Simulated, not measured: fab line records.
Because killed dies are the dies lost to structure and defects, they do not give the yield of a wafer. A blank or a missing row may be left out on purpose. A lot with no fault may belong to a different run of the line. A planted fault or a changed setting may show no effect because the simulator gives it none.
Which tool was responsible? || flow sky130 || 13 lots with 37 wafers sampled at 5 steps, on a route of 708 steps

== WHAT THE GAUGES SHOWED, per wafer ==
SKY_VT_ADJUST_LVTN_OVL_MEAS_18.
{"lot": "L891", "measured": "day 7 17:20", "on": "overlay-02", "VT_ADJUST_LVTN_01_OVL (nm)": "-1.7 -0.6 -0.7"}
{"lot": "L894", "measured": "day 8 07:42", "on": "overlay-01", "VT_ADJUST_LVTN_01_OVL (nm)": "1.3 3.9 5.7"}
{"lot": "L895", "measured": "day 8 17:21", "on": "overlay-02", "VT_ADJUST_LVTN_01_OVL (nm)": "-0.6 0.7 2.9"}
{"lot": "L896", "measured": "day 9 02:31", "on": "overlay-01", "VT_ADJUST_LVTN_01_OVL (nm)": "-1.3 2.3 0.7"}
{"lot": "L897", "measured": "day 9 09:20", "on": "overlay-01", "VT_ADJUST_LVTN_01_OVL (nm)": "-0.6 -0.1 1.5"}
{"lot": "L898", "measured": "day 9 19:04", "on": "overlay-02", "VT_ADJUST_LVTN_01_OVL (nm)": "0.6 1.7 1.0"}
{"lot": "L899", "measured": "day 10 00:08", "on": "overlay-01", "VT_ADJUST_LVTN_01_OVL (nm)": "-0.8 -0.2 1.2"}
{"lot": "L900", "measured": "day 10 06:44", "on": "overlay-01", "VT_ADJUST_LVTN_01_OVL (nm)": "2.8 2.0 0.6"}
{"lot": "L902", "measured": "day 10 21:35", "on": "overlay-01", "VT_ADJUST_LVTN_01_OVL (nm)": "-0.3 -0.5 0.1"}
{"lot": "L903", "measured": "day 11 04:56", "on": "overlay-01", "VT_ADJUST_LVTN_01_OVL (nm)": "-2.8 -0.7"}
{"lot": "L905", "measured": "day 11 18:20", "on": "overlay-01", "VT_ADJUST_LVTN_01_OVL (nm)": "0.1 1.6"}
{"lot": "L910", "measured": "day 13 07:11", "on": "overlay-02", "VT_ADJUST_LVTN_01_OVL (nm)": "1.1 0.7 0.9"}
{"lot": "L912", "measured": "day 13 19:44", "on": "overlay-01", "VT_ADJUST_LVTN_01_OVL (nm)": "2.2 1.0 1.3"}

SKY_VT_ADJUST_NCORE_TW_MEAS_11.
{"lot": "L891", "measured": "day 8 14:26", "on": "film_metro-03", "VT_ADJUST_NCORE_TW": "215.0 215.9 215.8"}
{"lot": "L894", "measured": "day 9 05:07", "on": "film_metro-03", "VT_ADJUST_NCORE_TW": "217.9 217.6 218.5"}
{"lot": "L895", "measured": "day 9 15:46", "on": "film_metro-04", "VT_ADJUST_NCORE_TW": "220.9 221.7 221.5"}
{"lot": "L896", "measured": "day 10 01:08", "on": "film_metro-03", "VT_ADJUST_NCORE_TW": "215.4 215.0 216.2"}
{"lot": "L897", "measured": "day 10 08:06", "on": "film_metro-04", "VT_ADJUST_NCORE_TW": "221.7 219.6 221.5"}
{"lot": "L898", "measured": "day 10 17:50", "on": "film_metro-04", "VT_ADJUST_NCORE_TW": "220.7 220.8 221.4"}
{"lot": "L899", "measured": "day 10 23:15", "on": "film_metro-01", "VT_ADJUST_NCORE_TW": "221.1 220.8 220.3"}
{"lot": "L900", "measured": "day 11 05:44", "on": "film_metro-01", "VT_ADJUST_NCORE_TW": "218.9 219.5 217.5"}
{"lot": "L902", "measured": "day 11 21:52", "on": "film_metro-01", "VT_ADJUST_NCORE_TW": "218.4 219.4 219.1"}
{"lot": "L903", "measured": "day 12 04:57", "on": "film_metro-03", "VT_ADJUST_NCORE_TW": "215.1 214.8"}
{"lot": "L905", "measured": "day 12 18:37", "on": "film_metro-04", "VT_ADJUST_NCORE_TW": "219.7 221.3"}
{"lot": "L910", "measured": "day 14 08:02", "on": "film_metro-01", "VT_ADJUST_NCORE_TW": "220.6 220.6 220.3"}
{"lot": "L912", "measured": "day 14 20:59", "on": "film_metro-04", "VT_ADJUST_NCORE_TW": "221.3 219.7 219.3"}

SKY_SONOS_TUNNEL_CD_MEAS_07: target cd 410 nm.
{"lot": "L891", "measured": "day 11 09:26", "on": "cd_sem-01", "cd_nm (nm)": "411.1 412.0 410.3"}
{"lot": "L894", "measured": "day 12 01:29", "on": "cd_sem-01", "cd_nm (nm)": "411.0 411.9 411.6"}
{"lot": "L895", "measured": "day 12 12:44", "on": "cd_sem-02", "cd_nm (nm)": "414.6 413.0 414.6"}
{"lot": "L896", "measured": "day 13 00:29", "on": "cd_sem-02", "cd_nm (nm)": "413.3 412.1 410.2"}
{"lot": "L897", "measured": "day 13 07:22", "on": "cd_sem-01", "cd_nm (nm)": "408.1 407.3 406.1"}
{"lot": "L898", "measured": "day 13 18:28", "on": "cd_sem-01", "cd_nm (nm)": "411.6 409.2 413.4"}
{"lot": "L899", "measured": "day 14 01:43", "on": "cd_sem-01", "cd_nm (nm)": "409.6 408.4 409.5"}
{"lot": "L900", "measured": "day 14 06:44", "on": "cd_sem-01", "cd_nm (nm)": "409.2 407.6 405.8"}
{"lot": "L902", "measured": "day 15 01:26", "on": "cd_sem-01", "cd_nm (nm)": "406.3 408.3 407.6"}
{"lot": "L903", "measured": "day 15 08:49", "on": "cd_sem-02", "cd_nm (nm)": "409.4 402.8"}
{"lot": "L905", "measured": "day 16 00:26", "on": "cd_sem-02", "cd_nm (nm)": "403.3 403.8"}
{"lot": "L910", "measured": "day 17 20:19", "on": "cd_sem-01", "cd_nm (nm)": "406.4 407.3 408.0"}
{"lot": "L912", "measured": "day 18 09:38", "on": "cd_sem-02", "cd_nm (nm)": "408.6 405.4 408.4"}

== WHAT TOOL EACH LOT RAN ON (gives the tool, then ch and the chambers of the sampled wafers, and finally the start) ==
{"lot": "L891", "SKY_VT_ADJUST_PCH_STRIP_09": "plasma_asher-03 ch 0,1, day 10 10:25", "SKY_SONOS_TUNNEL_DEVELOP_06": "litho_track-04 ch 0, day 11 09:17"}
{"lot": "L894", "SKY_VT_ADJUST_PCH_STRIP_09": "plasma_asher-04 ch 0,1, day 11 01:44", "SKY_SONOS_TUNNEL_DEVELOP_06": "litho_track-02 ch 0, day 12 01:21"}
{"lot": "L895", "SKY_VT_ADJUST_PCH_STRIP_09": "plasma_asher-01 ch 0,1, day 11 12:41", "SKY_SONOS_TUNNEL_DEVELOP_06": "litho_track-04 ch 0, day 12 12:35"}
{"lot": "L896", "SKY_VT_ADJUST_PCH_STRIP_09": "plasma_asher-03 ch 0,1, day 12 00:10", "SKY_SONOS_TUNNEL_DEVELOP_06": "litho_track-03 ch 0, day 13 00:20"}
{"lot": "L897", "SKY_VT_ADJUST_PCH_STRIP_09": "plasma_asher-03 ch 0,1, day 12 07:11", "SKY_SONOS_TUNNEL_DEVELOP_06": "litho_track-02 ch 0, day 13 07:13"}
{"lot": "L898", "SKY_VT_ADJUST_PCH_STRIP_09": "plasma_asher-03 ch 0,1, day 12 17:14", "SKY_SONOS_TUNNEL_DEVELOP_06": "litho_track-02 ch 0, day 13 18:19"}
{"lot": "L899", "SKY_VT_ADJUST_PCH_STRIP_09": "plasma_asher-01 ch 0,1, day 13 00:19", "SKY_SONOS_TUNNEL_DEVELOP_06": "litho_track-04 ch 0, day 14 01:34"}
{"lot": "L900", "SKY_VT_ADJUST_PCH_STRIP_09": "plasma_asher-01 ch 0,1, day 13 06:10", "SKY_SONOS_TUNNEL_DEVELOP_06": "litho_track-02 ch 0, day 14 06:36"}
{"lot": "L902", "SKY_VT_ADJUST_PCH_STRIP_09": "plasma_asher-03 ch 0,1, day 13 23:49", "SKY_SONOS_TUNNEL_DEVELOP_06": "litho_track-04 ch 0, day 15 01:17"}
{"lot": "L903", "SKY_VT_ADJUST_PCH_STRIP_09": "plasma_asher-03 ch 0,1, day 14 06:31", "SKY_SONOS_TUNNEL_DEVELOP_06": "litho_track-02 ch 0, day 15 08:40"}
{"lot": "L905", "SKY_VT_ADJUST_PCH_STRIP_09": "plasma_asher-01 ch 1, day 14 21:08", "SKY_SONOS_TUNNEL_DEVELOP_06": "litho_track-02 ch 0, day 16 00:18"}
{"lot": "L910", "SKY_VT_ADJUST_PCH_STRIP_09": "plasma_asher-04 ch 1, day 16 15:07", "SKY_SONOS_TUNNEL_DEVELOP_06": "litho_track-04 ch 0, day 17 20:10"}
{"lot": "L912", "SKY_VT_ADJUST_PCH_STRIP_09": "plasma_asher-04 ch 0,1, day 17 05:10", "SKY_SONOS_TUNNEL_DEVELOP_06": "litho_track-04 ch 0, day 18 09:29"}
- SKY_VT_ADJUST_PCH_STRIP_09: strips in O2/N2.
- SKY_SONOS_TUNNEL_DEVELOP_06: develop time 60 s.

== WHAT THE TOOLS THEMSELVES READ (means of the sampled wafers that have a number; where no wafer has one, the mark that the record gives instead) ==
SKY_VT_ADJUST_PCH_STRIP_09.
{"lot": "L891", "tool": "plasma_asher-03", "drypump_motor_current_A (A)": 5.54, "oes_product_au (a.u.)": 0.719, "strip_time_to_endpoint_s (s)": 36.99}
{"lot": "L894", "tool": "plasma_asher-04", "drypump_motor_current_A (A)": 5.93, "oes_product_au (a.u.)": 0.720, "strip_time_to_endpoint_s (s)": 37.08}
{"lot": "L895", "tool": "plasma_asher-01", "drypump_motor_current_A (A)": 5.36, "oes_product_au (a.u.)": 0.722, "strip_time_to_endpoint_s (s)": 36.95}
{"lot": "L896", "tool": "plasma_asher-03", "drypump_motor_current_A (A)": 5.59, "oes_product_au (a.u.)": 0.725, "strip_time_to_endpoint_s (s)": 36.84}
{"lot": "L897", "tool": "plasma_asher-03", "drypump_motor_current_A (A)": 5.66, "oes_product_au (a.u.)": 0.722, "strip_time_to_endpoint_s (s)": 37.12}
{"lot": "L898", "tool": "plasma_asher-03", "drypump_motor_current_A (A)": 5.57, "oes_product_au (a.u.)": 0.719, "strip_time_to_endpoint_s (s)": 37.04}
{"lot": "L899", "tool": "plasma_asher-01", "drypump_motor_current_A (A)": 5.45, "oes_product_au (a.u.)": 0.723, "strip_time_to_endpoint_s (s)": 36.93}
{"lot": "L900", "tool": "plasma_asher-01", "drypump_motor_current_A (A)": 5.38, "oes_product_au (a.u.)": 0.725, "strip_time_to_endpoint_s (s)": 37.02}
{"lot": "L902", "tool": "plasma_asher-03", "drypump_motor_current_A (A)": 5.55, "oes_product_au (a.u.)": 0.722, "strip_time_to_endpoint_s (s)": 36.86}
{"lot": "L903", "tool": "plasma_asher-03", "drypump_motor_current_A (A)": 5.62, "oes_product_au (a.u.)": 0.718, "strip_time_to_endpoint_s (s)": 36.86}
{"lot": "L905", "tool": "plasma_asher-01", "drypump_motor_current_A (A)": 5.58, "oes_product_au (a.u.)": 0.722, "strip_time_to_endpoint_s (s)": 37.13}
{"lot": "L910", "tool": "plasma_asher-04", "drypump_motor_current_A (A)": 6.19, "oes_product_au (a.u.)": 0.723, "strip_time_to_endpoint_s (s)": 36.97}
{"lot": "L912", "tool": "plasma_asher-04", "drypump_motor_current_A (A)": 5.94, "oes_product_au (a.u.)": 0.724, "strip_time_to_endpoint_s (s)": 36.88}

SKY_SONOS_TUNNEL_DEVELOP_06.
{"lot": "L891", "tool": "litho_track-04", "developer_temp_C (C)": 22.95}
{"lot": "L894", "tool": "litho_track-02", "developer_temp_C (C)": 23.00}
{"lot": "L895", "tool": "litho_track-04", "developer_temp_C (C)": 22.90}
{"lot": "L896", "tool": "litho_track-03", "developer_temp_C (C)": 23.07}
{"lot": "L897", "tool": "litho_track-02", "developer_temp_C (C)": 23.02}
{"lot": "L898", "tool": "litho_track-02", "developer_temp_C (C)": 22.92}
{"lot": "L899", "tool": "litho_track-04", "developer_temp_C (C)": 23.00}
{"lot": "L900", "tool": "litho_track-02", "developer_temp_C (C)": 22.98}
{"lot": "L902", "tool": "litho_track-04", "developer_temp_C (C)": 23.03}
{"lot": "L903", "tool": "litho_track-02", "developer_temp_C (C)": 23.01}
{"lot": "L905", "tool": "litho_track-02", "developer_temp_C (C)": 23.00}
{"lot": "L910", "tool": "litho_track-04", "developer_temp_C (C)": 23.11}
{"lot": "L912", "tool": "litho_track-04", "developer_temp_C (C)": 22.94}

== THE ANSWER, worked out from the rows above alone ==
Rule: the usual values come from the lots themselves. Put in order of their means at a reading, lots are off if they are a third of the lots or fewer, leave a main group of 4 or more, and stand apart from it by a gap of 3 or more times the standard deviation of the main group's means; of several such gaps the widest counts. Not used: any main group whose means are identical at the precision the tables above print for the reading. Also off: a lot with no number at a reading for which 4 or more lots have one. Where the step has rows for the other lots, those lots are counted as sound. First the gauges in route order, then the tools' own readings, where a lot's mean is used as printed above. At the first step where some lot is off, the reading lying furthest off is the one used; lots without a number count as furthest.
No lot is off at any reading shown: from this, nothing can be told.

== WHAT WAS PUT IN BY THE SIMULATOR ==
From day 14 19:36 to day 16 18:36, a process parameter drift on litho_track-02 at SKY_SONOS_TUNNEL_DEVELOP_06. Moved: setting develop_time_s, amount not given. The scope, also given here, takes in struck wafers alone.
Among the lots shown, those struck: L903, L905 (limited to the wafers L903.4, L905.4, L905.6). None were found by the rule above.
